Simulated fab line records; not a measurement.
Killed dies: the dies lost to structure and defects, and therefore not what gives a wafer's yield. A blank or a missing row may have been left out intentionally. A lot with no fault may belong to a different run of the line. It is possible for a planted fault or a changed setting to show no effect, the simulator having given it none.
Which tool was responsible? -- flow sfq line -- 7 lots, 21 wafers sampled, at 3 steps of a route of 325

== WHAT EACH GAUGE READ, for each wafer ==
SFQ_M7_RS_MEAS_943: a four-point-probe measurement.
lot,measured,on,M7_NB_RS (ohm/sq)
L654,day 78 16:43,film metro-03,0.871 0.866 0.873
L657,day 80 06:23,film metro-04,0.889 0.884 0.883
L659,day 81 12:31,film metro-04,0.869 0.871 0.876
L662,day 81 18:35,film metro-04,0.882 0.882 0.882
L664,day 81 20:47,film metro-03,0.903 0.899 0.895
L666,day 82 00:22,film metro-02,0.856 0.860 0.869
L668,day 83 15:58,film metro-03,0.881 0.887 0.883

== WHICH TOOL RAN EACH LOT (tool, then ch and the chambers of the sampled wafers, then the start) ==
lot,SFQ_TRILAYER_R5_DEP_SPUTTER_132,SFQ_TRILAYER_C5_STRIP_STRIP_155
L654,"pvd sputter-03, day 65 06:25","rie metal-02 ch 0,1, day 73 14:35"
L657,"pvd sputter-05, day 66 15:25","rie metal-01 ch 0,1, day 75 08:47"
L659,"pvd sputter-03, day 67 21:25","rie metal-02 ch 1, day 77 02:35"
L662,"pvd sputter-05, day 68 00:43","rie metal-04 ch 0,1, day 77 08:47"
L664,"pvd sputter-03, day 68 13:25","rie metal-02 ch 0,1, day 77 12:23"
L666,"pvd sputter-04, day 68 18:28","rie metal-04 ch 0,1, day 77 15:47"
L668,"pvd sputter-04, day 69 08:54","rie metal-01 ch 0,1, day 77 22:59"
- SFQ_TRILAYER_R5_DEP_SPUTTER_132: material Ti, target thk 5 nm, time 5 s.
- SFQ_TRILAYER_C5_STRIP_STRIP_155: strips in O2.

== THE ANSWER, worked out from the rows above alone ==
Rule: the usual values come from the lots themselves. The widest of any qualifying gaps counts: lots, ordered by their means at a reading, are off when they make up no more than a third of the lots, leave a main group of 4 or more, and stand apart from it by 3 or more times the standard deviation of that group's means. A main group whose means are all the same, to the digits that the tables above print for the reading, isn't used. A lot without any number at a reading at which 4 lots or more have one is off too. All remaining lots with rows at the step are treated as sound.
None of the lots is off at any reading shown; this tells nothing.

== WHAT HAD BEEN PUT IN BY THE SIMULATOR ==
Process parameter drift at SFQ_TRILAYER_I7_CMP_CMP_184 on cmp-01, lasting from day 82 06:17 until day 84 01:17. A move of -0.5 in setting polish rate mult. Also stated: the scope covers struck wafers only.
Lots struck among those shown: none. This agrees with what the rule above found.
